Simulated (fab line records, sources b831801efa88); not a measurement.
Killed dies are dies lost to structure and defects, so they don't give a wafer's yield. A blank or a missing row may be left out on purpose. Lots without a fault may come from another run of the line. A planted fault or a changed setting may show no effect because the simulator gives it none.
fab line records | flow sky130
record lots=6 wafers=18 last_day=50
route steps=708 shown POLY_GATE@236 LDD_N@237 PAD_OPEN@708
lots that met no fault: from a run of the same line without faults
start_h: hours from the record's first day to the start of the lot's first wafer shown | wait_h: hours since the lot's step before | " the same as in the row above | L1.1+2: a row that stands for several wafers | - no value, or no start given | * or withheld: withheld | < > ~ a bound
route shown NAME@n: a module of which the file shows steps, and the number in the route of the first | usual: mean/standard deviation of fault-free wafers | same: alike in all rows | chamber/n: place in a boat | sites: the reading at each site | _std_site: their standard deviation | _edge_site: outer sites' mean less inner sites' | radius_mm: how far each site lies from the wafer's centre | mask NAME#n: copy n | behind: the tool/chamber that last shaped the wafer | hold: why the lot was held/for how many hours/how that ended | device: the transistor (n, p or np) that didn't switch | end of line: the same wafers' tests at the end of the route | a step without rows: its recipe alone | killed: dies lost to structure and defects at the first sort, not the wafer's yield | map: a wafer's dies, x killed, . not, _ none there
set.NAME: the setting as run; set.NAME@STEP: as run at that earlier step | model.NAME: the simulator's own value behind a step, which no gauge read
lots at some steps of the route; a table a step, a row a wafer
services: from which hour (start_h, from the record's first day; less than 0 if before it) a tool's chamber was out of use, for how many hours, and why
## steps
# step SKY_POLY_GATE_CD_MEAS_22
# usual cd_nm=150.3/2.6
# columns lot.wafer tool chamber start_h wait_h cd_nm
L508.1 cd_sem-01 - 398.81 0.1 151.5
L508.4 " - " " 149.7
L508.6 " - " " 150.9
L509.1 cd_sem-01 - 413.13 0.1 145.4
L509.2 " - " " 152.1
L509.3 " - " " 151.0
L520.1 cd_sem-02 - 489.12 0.1 150.3
L520.5 " - " " 151.1
L520.6 " - " " 154.8
L522.1 cd_sem-02 - 509.03 0.1 147.6
L522.2 " - " " 149.7
L522.5 " - " " 149.5
L529.1 cd_sem-02 - 567.94 0.1 151.4
L529.2 " - " " 152.6
L529.6 " - " " 152.0
L530.2 cd_sem-01 - 572.66 0.1 149.4
L530.4 " - " " 151.7
L530.6 " - " " 150.9
# step SKY_LDD_N_DEHYDRATE_00
# recipe temp_c=200 time_s=60
# step SKY_LDD_N_HMDS_01
# recipe prime_time_s=60 prime_temp_c=120
# step SKY_LDD_N_COAT_02
# recipe resist=NOVOLAK spin_rpm=3000 resist_thk_nm=300
# step SKY_LDD_N_SOFTBAKE_03
# recipe temp_c=90 time_s=60 resist=NOVOLAK
# step SKY_LDD_N_EXPOSE_04
# recipe mask_id=NTM target_cd_nm=840 na=0.6 source_shape=conventional sigma_outer=0.6 dose_mj=110
# step SKY_LDD_N_PEB_05
# recipe temp_c=withheld time_s=* resist=NOVOLAK
# step SKY_LDD_N_DEVELOP_06
# recipe develop_time_s=60 dev_temp_c=23
# step SKY_LDD_N_OVL_MEAS_07
# usual LDD_N_OVL=-1.1/1.4
# columns lot.wafer tool chamber start_h wait_h LDD_N_OVL[nm]
L508.1 overlay-02 - 429.06 0.1 0.3
L508.4 " - " " -0.3
L508.6 " - " " 1.2
L509.1 overlay-01 - 443.43 0.1 -1.6
L509.2 " - " " -1.0
L509.3 " - " " -2.8
L520.1 overlay-01 - 520.66 0.1 -3.8
L520.5 " - " " -2.9
L520.6 " - " " -3.4
L522.1 overlay-02 - 539.33 0.1 -0.6
L522.2 " - " " -1.8
L522.5 " - " " -3.3
L529.1 overlay-02 - 597.18 0.1 -2.5
L529.2 " - " " -4.0
L529.6 " - " " -2.3
L530.2 overlay-02 - 600.96 0.1 -1.8
L530.4 " - " " -0.3
L530.6 " - " " -0.7
# step SKY_LDD_N_IMPLANT_08
# recipe species=As energy_kev=20 dose_cm2=7.5e+13 tilt_deg=withheld rotation_deg=23
# step SKY_LDD_N_IMPLANT_09
# recipe species=As energy_kev=20 dose_cm2=7.5e+13 tilt_deg=withheld rotation_deg=113
# step SKY_LDD_N_IMPLANT_10
# recipe species=As energy_kev=20 dose_cm2=7.5e+13 tilt_deg=withheld rotation_deg=203
# step SKY_LDD_N_IMPLANT_11
# recipe species=As energy_kev=20 dose_cm2=7.5e+13 tilt_deg=withheld rotation_deg=293
# usual dose_ions_cm2=7.5e+13/8e+10 faraday_current_uA=423/9
# columns lot.wafer tool chamber start_h wait_h dose_ions_cm2 faraday_current_uA
L508.1 implanter-04 0 429.55 0.1 7.51e+13 426
L508.4 " 0 " " 7.504e+13 434
L508.6 " 0 " " 7.502e+13 416
L509.1 implanter-01 0 443.92 0.1 7.49e+13 439
L509.2 " 0 " " 7.492e+13 426
L509.3 " 0 " " 7.49e+13 418
L520.1 implanter-01 0 521.15 0.1 8.441e+13 474
L520.5 " 0 " " 8.432e+13 479
L520.6 " 0 " " 8.439e+13 474
L522.1 implanter-01 0 539.81 0.1 8.437e+13 472
L522.2 " 0 " " 8.445e+13 471
L522.5 " 0 " " 8.431e+13 497
L529.1 implanter-04 0 597.66 0.1 7.507e+13 443
L529.2 " 0 " " 7.505e+13 433
L529.6 " 0 " " 7.507e+13 421
L530.2 implanter-04 0 601.46 0.1 7.512e+13 420
L530.4 " 0 " " 7.492e+13 437
L530.6 " 0 " " 7.5e+13 431
# step SKY_LDD_N_IMPLANT_12
# recipe species=BF2 energy_kev=50 dose_cm2=5e+12 tilt_deg=30 rotation_deg=0
# step SKY_LDD_N_IMPLANT_13
# recipe species=BF2 energy_kev=50 dose_cm2=5e+12 tilt_deg=30 rotation_deg=90
# step SKY_LDD_N_IMPLANT_14
# recipe species=BF2 energy_kev=50 dose_cm2=5e+12 tilt_deg=30 rotation_deg=180
# step SKY_LDD_N_IMPLANT_15
# recipe species=BF2 energy_kev=50 dose_cm2=5e+12 tilt_deg=30 rotation_deg=270
# step SKY_LDD_N_STRIP_16
# recipe chemistry=O2/N2 power_w=1400 pressure_mtorr=1500 platen_temp_c=withheld o2_flow_sccm=3000 n2_flow_sccm=300 overash_fraction=0.5
# usual drypump_motor_current_A=5.8/0.6 oes_product_au=0.406/0.0045 strip_time_to_endpoint_s=4.315/0.012
# columns lot.wafer tool chamber start_h wait_h drypump_motor_current_A oes_product_au rf_hours_counter_h strip_time_to_endpoint_s
L508.1 plasma_asher-04 0 430.30 0.1 5.7 0.403 60 4.313
L508.4 " 1 " " 6.0 0.404 - 4.326
L508.6 " 1 " " 6.0 0.406 - 4.303
L509.1 plasma_asher-04 1 444.67 0.1 6.0 0.409 62 4.332
L509.2 " 0 " " 5.7 0.407 62 4.326
L509.3 " 1 " " 6.0 0.407 - 4.312
L520.1 plasma_asher-03 0 521.90 0.1 4.9 0.404 40 4.356
L520.5 " 1 " " 6.3 0.407 - 4.340
L520.6 " 0 " " 4.9 0.405 - 4.337
L522.1 plasma_asher-03 0 540.56 0.1 4.9 0.402 42 4.352
L522.2 " 1 " " 6.3 0.407 42 4.350
L522.5 " 0 " " 4.9 0.415 - 4.354
L529.1 plasma_asher-03 0 598.41 0.1 4.9 0.408 48 4.317
L529.2 " 1 " " 6.3 0.403 48 4.307
L529.6 " 0 " " 4.9 0.408 - 4.309
L530.2 plasma_asher-01 0 602.19 0.1 6.4 0.402 91 4.303
L530.4 " 0 " " 6.4 0.407 - 4.289
L530.6 " 0 " " 6.4 0.408 - 4.303
# step SKY_LDD_N_TW_MEAS_17
# usual LDD_N_TW=2602/15
# columns lot.wafer tool chamber start_h wait_h LDD_N_TW
L508.1 film_metro-03 - 430.40 0.1 2619
L508.4 " - " " 2606
L508.6 " - " " 2614
L509.1 film_metro-01 - 444.77 0.1 2600
L509.2 " - " " 2601
L509.3 " - " " 2606
L520.1 film_metro-01 - 522.00 0.1 2631
L520.5 " - " " 2629
L520.6 " - " " 2633
L522.1 film_metro-01 - 540.66 0.1 2615
L522.2 " - " " 2620
L522.5 " - " " 2599
L529.1 film_metro-04 - 598.51 0.1 2576
L529.2 " - " " 2605
L529.6 " - " " 2601
L530.2 film_metro-03 - 602.30 0.1 2583
L530.4 " - " " 2584
L530.6 " - " " 2591
# step SKY_PAD_OPEN_PROBE_99
# usual killed_at_M0_to_M3=43/7 killed_at_M4_up=3.1/1.9 killed_at_contacts=25/6.1 killed_at_front_end=15/4.5 killed_at_other=0.3/0.55 killed_dies=87/8.9 killed_open=47/6.4 killed_short=40/6.6
# same gross_dies=492 killed_at_back_side=0
# columns lot.wafer tool chamber start_h wait_h killed_at_M0_to_M3 killed_at_M4_up killed_at_contacts killed_at_front_end killed_at_other killed_dies killed_open killed_short model.etest.tip_n.rs_ohm_sq
L509.1 prober-01 - 1109.12 0.1 49 2 25 10 0 86 41 45 437.9
L509.2 prober-01 - 1109.17 0.1 39 5 27 12 0 83 47 35 440.3
L509.3 prober-01 - 1109.22 0.2 40 4 35 13 0 92 47 44 439.2
L520.1 prober-01 - 1161.37 0.1 33 2 18 16 1 70 35 35 435
L520.5 prober-01 - 1161.57 0.2 33 4 18 21 0 76 30 45 435.9
L520.6 prober-01 - 1161.62 0.2 52 1 22 12 0 87 55 31 435.2
L522.1 prober-01 - 1165.04 0.1 54 2 30 16 0 102 54 48 433.6
L522.2 prober-01 - 1165.09 0.1 58 2 33 10 0 103 58 44 434.8
L522.5 prober-01 - 1165.24 0.2 38 4 25 15 0 82 46 35 437.4
L529.1 prober-01 - 1198.71 0.1 38 2 23 16 0 79 38 41 438.6
L529.2 prober-01 - 1198.76 0.1 48 1 23 9 0 81 47 34 440.6
L529.6 prober-01 - 1198.96 0.2 53 8 26 20 0 107 53 54 439.7
L530.2 prober-01 - 1204.32 0.1 48 3 29 12 1 93 43 50 445.3
L530.4 prober-01 - 1204.42 0.2 42 1 25 23 0 91 49 42 447.1
L530.6 prober-01 - 1204.52 0.2 45 2 28 18 0 93 55 38 444.7
# killed by level:class
L509.1 CONTACT:geometric_particle:open=9 VIA1:geometric_particle:open=9 METAL3:geometric_particle:short=7 LI_CONTACT:geometric_particle:short=6 METAL2:geometric_particle:short=6 FIELD_ISO:geometric_particle:open=5 METAL1:geometric_particle:short=5 VIA2:geometric_particle:open=5
L509.2 LI_CONTACT:geometric_particle:open=12 VIA1:geometric_particle:open=8 CONTACT:geometric_particle:open=7 VIA1:geometric_particle:short=7 VIA2:geometric_particle:open=6 VIA3:geometric_particle:open=5 METAL2:geometric_particle:short=4 FIELD_ISO:geometric_particle:short=3
L509.3 CONTACT:geometric_particle:open=12 LI_CONTACT:geometric_particle:open=11 VIA3:geometric_particle:open=9 METAL1:geometric_particle:short=7 CONTACT:geometric_particle:short=5 METAL2:geometric_particle:short=5 VIA1:geometric_particle:open=5 POLY_GATE:geometric_particle:short=4
L520.1 FIELD_ISO:geometric_particle:short=7 CONTACT:geometric_particle:open=7 VIA3:geometric_particle:open=7 VIA2:geometric_particle:open=6 LI_CONTACT:geometric_particle:open=5 METAL2:geometric_particle:short=5 POLY_GATE:geometric_particle:short=4 POLY_GATE:geometric_particle:open=3
L520.5 CONTACT:geometric_particle:open=8 FIELD_ISO:geometric_particle:short=7 METAL2:geometric_particle:short=6 METAL3:geometric_particle:short=6 VIA1:geometric_particle:short=5 CONTACT:geometric_particle:short=4 METAL4:geometric_particle:short=4 POLY_GATE:geometric_particle:open=3
L520.6 VIA1:geometric_particle:open=12 VIA2:geometric_particle:open=10 VIA3:geometric_particle:open=7 METAL1:geometric_particle:short=6 METAL2:geometric_particle:short=6 CONTACT:geometric_particle:short=5 CONTACT:geometric_particle:open=5 POLY_GATE:geometric_particle:open=4
L522.1 LI_CONTACT:geometric_particle:open=10 VIA2:geometric_particle:open=10 CONTACT:geometric_particle:open=9 METAL1:geometric_particle:short=7 VIA1:geometric_particle:open=7 METAL3:geometric_particle:short=7 POLY_GATE:geometric_particle:short=6 VIA1:geometric_particle:short=6
L522.2 CONTACT:geometric_particle:open=14 VIA2:geometric_particle:open=13 LI_CONTACT:geometric_particle:open=9 VIA3:geometric_particle:open=8 VIA1:geometric_particle:open=8 METAL1:geometric_particle:short=7 FIELD_ISO:geometric_particle:short=4 LOCAL_INTERCONNECT:geometric_particle:short=4
L522.5 CONTACT:geometric_particle:open=11 VIA1:geometric_particle:short=8 VIA1:geometric_particle:open=8 METAL1:geometric_particle:short=7 LI_CONTACT:geometric_particle:open=5 LI_CONTACT:geometric_particle:short=4 FIELD_ISO:geometric_particle:open=3 METAL4:geometric_particle:short=3
L529.1 CONTACT:geometric_particle:open=9 VIA1:geometric_particle:open=9 METAL2:geometric_particle:short=8 FIELD_ISO:geometric_particle:short=6 LOCAL_INTERCONNECT:geometric_particle:short=5 METAL1:geometric_particle:short=5 POLY_GATE:geometric_particle:short=4 LI_CONTACT:geometric_particle:open=4
L529.2 VIA3:geometric_particle:open=10 VIA1:geometric_particle:open=9 CONTACT:geometric_particle:short=6 METAL2:geometric_particle:short=6 FIELD_ISO:geometric_particle:open=5 CONTACT:geometric_particle:open=5 VIA2:geometric_particle:short=5 VIA3:geometric_particle:short=5
L529.6 VIA1:geometric_particle:open=14 LI_CONTACT:geometric_particle:open=7 CONTACT:geometric_particle:open=7 METAL2:geometric_particle:short=7 FIELD_ISO:geometric_particle:short=6 VIA1:geometric_particle:short=6 METAL4:geometric_particle:short=6 VIA2:geometric_particle:short=6
L530.2 VIA1:geometric_particle:open=11 VIA1:geometric_particle:short=10 CONTACT:geometric_particle:open=9 LI_CONTACT:geometric_particle:open=7 LI_CONTACT:geometric_particle:short=6 CONTACT:geometric_particle:short=6 METAL2:geometric_particle:short=6 FIELD_ISO:geometric_particle:short=5
L530.4 VIA1:geometric_particle:open=10 FIELD_ISO:geometric_particle:open=8 LI_CONTACT:geometric_particle:open=7 METAL1:geometric_particle:short=7 POLY_GATE:geometric_particle:open=6 CONTACT:geometric_particle:open=6 LOCAL_INTERCONNECT:geometric_particle:short=6 POLY_GATE:geometric_particle:short=4
L530.6 CONTACT:geometric_particle:open=16 VIA1:geometric_particle:open=9 VIA2:geometric_particle:open=8 VIA3:geometric_particle:open=7 POLY_GATE:geometric_particle:short=6 FIELD_ISO:geometric_particle:short=5 METAL1:geometric_particle:short=5 LI_CONTACT:geometric_particle:open=5
## services
# columns tool chamber start_h hours kind
implanter-04 - 421.08 4.0 pm
implanter-01 - 432.44 3.0 pm
implanter-01 - 502.54 2.8 repair
implanter-01 - 552.13 5.5 repair
plasma_asher-03 - 585.74 2.3 repair
implanter-04 - 602.23 4.7 repair
## key
first_sign step=SKY_LDD_N_IMPLANT_11 reading=dose_ions_cm2 direction=up sigmas=99+ usual=* struck=*
effect step=SKY_LDD_N_IMPLANT_11 reading=faraday_current_uA direction=up sigmas=6.1 usual=423 struck=478
effect step=SKY_LDD_N_STRIP_16 reading=strip_time_to_endpoint_s direction=up sigmas=2.6 usual=* struck=*
model_effect step=SKY_PAD_OPEN_PROBE_99 value=etest.tip_n.rs_ohm_sq without=443.5 struck=435.3
met_at SKY_LDD_N_IMPLANT_11
struck_wafers L520.1,L520.5,L520.6,L522.1,L522.2,L522.5
tester_left_out L520,L522
onset_between 443.92 521.15
fault kind=process_parameter_drift tool=implanter-01 chamber=- onset_h=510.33 steps=SKY_LDD_N_IMPLANT_11 channel=dose_cm2 offset=* shape=step end_h=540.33 acts_in=* stated=*
# tester_left_out: of these lots the tester's yield and bins aren't shown, on N5 and GAA mostly nor the transistor test; their killed dies are dies lost to structure and defects alone, not to doping, threshold or leakage, so they don't give the yield
